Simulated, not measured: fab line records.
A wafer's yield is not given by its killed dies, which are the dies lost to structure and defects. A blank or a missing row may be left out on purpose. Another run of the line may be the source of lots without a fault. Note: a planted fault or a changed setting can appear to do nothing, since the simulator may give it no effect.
A struck lot beside a sound one :: flow sky130 :: 15 steps out of a route of 708
Sound: the wafers L527.1, L527.2, L527.4. The struck wafers were L533.3, L533.5, L533.6. The cause is named last.
Per side, at each step with rows, come the tool, then ch with its chambers, and then its first start. Under that, the readings that differ: sound wafers :: struck wafers :: difference of the means :: sigmas: that difference in standard deviations of wafers without a fault.
alike: readings whose means differ by less than 2 such deviations, and words and numbers that are the same on both sides. not compared: withheld readings, readings that some wafer has no value for, bounds like >300 that may hide the same value, and numbers for which the record gives no deviation and whose values overlap.
Wherever a step has rows on one side only, a row that says differs or no value, or a row with sigmas, the two part there. Numbers that don't overlap but have no deviation are shown without sigmas and don't part them. Lack of a reading on every wafer of one side parts them only where that side has two or more wafers.

first, 5 steps without rows for these wafers: SKY_LDD_N_COAT_02 (resist thk 300 nm); SKY_LDD_N_SOFTBAKE_03 (time 60 s); SKY_LDD_N_EXPOSE_04 (exposes mask NTM, target cd 840 nm); SKY_LDD_N_PEB_05; SKY_LDD_N_DEVELOP_06 (develop time 60 s).
SKY_LDD_N_OVL_MEAS_07:
  sound on overlay-01, day 20 20:01; struck on overlay-02, day 23 04:16
  alike: LDD_N_OVL
then, 6 steps without rows for these wafers: SKY_LDD_N_IMPLANT_08; SKY_LDD_N_IMPLANT_09; SKY_LDD_N_IMPLANT_10; SKY_LDD_N_IMPLANT_11; SKY_LDD_N_IMPLANT_12; SKY_LDD_N_IMPLANT_13.
SKY_LDD_N_IMPLANT_14:
  sound on implanter-03 ch 0, day 20 20:56; struck on implanter-03 ch 0, day 23 05:14
reading: dose-ions-cm2
sound: 5.002e+12 5e+12 4.994e+12
struck: 3.801e+12 3.803e+12 3.805e+12
difference: -1.196e+12
sigmas: -99 or more

reading: faraday-current-uA
sound: 28.3 28.4 28.4
struck: 20.8 20.8 21.5
difference: -7.3
sigmas: -13
following that, these wafers have no rows for 1 step: SKY_LDD_N_IMPLANT_15.
-- record jumps: 27 days separate the struck wafers' starts on either side; left off in module LDD_N, taken up again in module PAD_OPEN, whose first shown step is the route's number 708 --
SKY_PAD_OPEN_PROBE_99:
  sound on prober-01, day 47 22:44; struck on prober-01, day 50 02:34
  not compared: model.etest.nfet_01v8_swapped.vt-sat-v

== WHERE THEY PART ==
Only at SKY_LDD_N_IMPLANT_14, within this record.

WHY: whatever the simulator had introduced
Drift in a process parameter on implanter-03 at SKY_LDD_N_IMPLANT_14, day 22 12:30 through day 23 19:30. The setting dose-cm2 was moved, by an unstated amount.
